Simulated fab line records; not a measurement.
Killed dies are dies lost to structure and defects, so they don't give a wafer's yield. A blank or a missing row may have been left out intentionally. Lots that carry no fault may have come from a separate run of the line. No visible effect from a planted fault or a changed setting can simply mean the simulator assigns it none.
The same fault as seen by 2 desks + flow sky130 + numbers are kept per desk, each desk with only its own; the story behind them comes last

AT THE METROLOGY DESK
Means of the sampled wafers that have a number, per lot and without regard to the tool the lot ran on: this is what the gauges read. A lot is out of limits, marked OUT, if its mean lies more than 4 standard deviations from the usual mean; the brackets give that distance.
Columns: A = CAPM_OVL at SKY_CAPM_OVL_MEAS_12, usual -0.7 nm
| lot  | first seen here | A    |
|------|-----------------|------|
| L269 | day 38 09:02    | -0.9 |
| L270 | day 38 11:50    | -0.9 |
| L271 | day 38 16:47    | 0.7  |
| L273 | day 39 10:50    | 0.3  |
| L277 | day 40 09:53    | -0.7 |
| L279 | day 40 20:40    | 1.5  |
| L282 | day 41 15:41    | -1.8 |
| L283 | day 42 08:44    | -1.9 |
| L286 | day 42 19:50    | -1.2 |
| L287 | day 43 06:41    | -2.1 |
| L288 | day 43 14:59    | -0.9 |
| L289 | day 43 16:56    | -0.1 |
| L290 | day 44 02:15    | -0.9 |
Result from this desk: across the 13 lots, nothing is out of limits.

TOOL OWNER'S DESK, cmp-01
The tool's own readings at SKY_VIA3_CMP_24 (polishes, stops on SiO2, t overpolish 20 s, target thk 0 nm): means of the sampled wafers that have a number, for each lot that ran on this tool. A lot is out of limits, marked OUT, if its mean lies more than 4 standard deviations from the usual mean; the brackets give that distance.
Columns: A = motor-current-A at SKY_VIA3_CMP_24, usual 11.4 A; B = overpolish-run-s at SKY_VIA3_CMP_24, usual 20.000 s; C = time-to-endpoint-s at SKY_VIA3_CMP_24, usual 95 s
| lot  | first seen here | A    | B      | C             |
|------|-----------------|------|--------|---------------|
| L269 | day 40 13:18    | 10.5 | 20.000 | 94            |
| L271 | day 40 21:10    | 10.3 | 19.999 | 78 (-4.5) OUT |
| L273 | day 41 14:12    | 9.7  | 20.004 | 76 (-5.1) OUT |
| L286 | day 44 20:33    | 10.7 | 20.010 | 94            |
| L287 | day 45 06:23    | 10.2 | 19.997 | 93            |
| L288 | day 45 15:24    | 10.7 | 20.002 | 95            |
| L289 | day 45 17:25    | 10.1 | 20.001 | 94            |
This desk's verdict: out of limits on L271, L273, starting with L271 at day 40 21:10 (time-to-endpoint-s at SKY_VIA3_CMP_24). L269, L286, L287, L288, L289: within limits.

PUT TOGETHER
On L271, L273, at day 40 21:10, an alarm was possible from the tool owner's desk.
At the metrology desk, nothing out of limits was observed.
The metrology desk has L271, L273 on record, within its limits.
Every lot named ran SKY_VIA3_CMP_24 on cmp-01.

WHAT THE SIMULATOR HAD PUT IN
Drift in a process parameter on cmp-01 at SKY_VIA3_CMP_24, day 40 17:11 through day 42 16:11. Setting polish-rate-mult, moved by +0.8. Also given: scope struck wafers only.
Lots struck among those shown: L271, L273.
Time in hours from fault onset to the first out-of-limits reading at each desk: the tool owner's desk, 4.
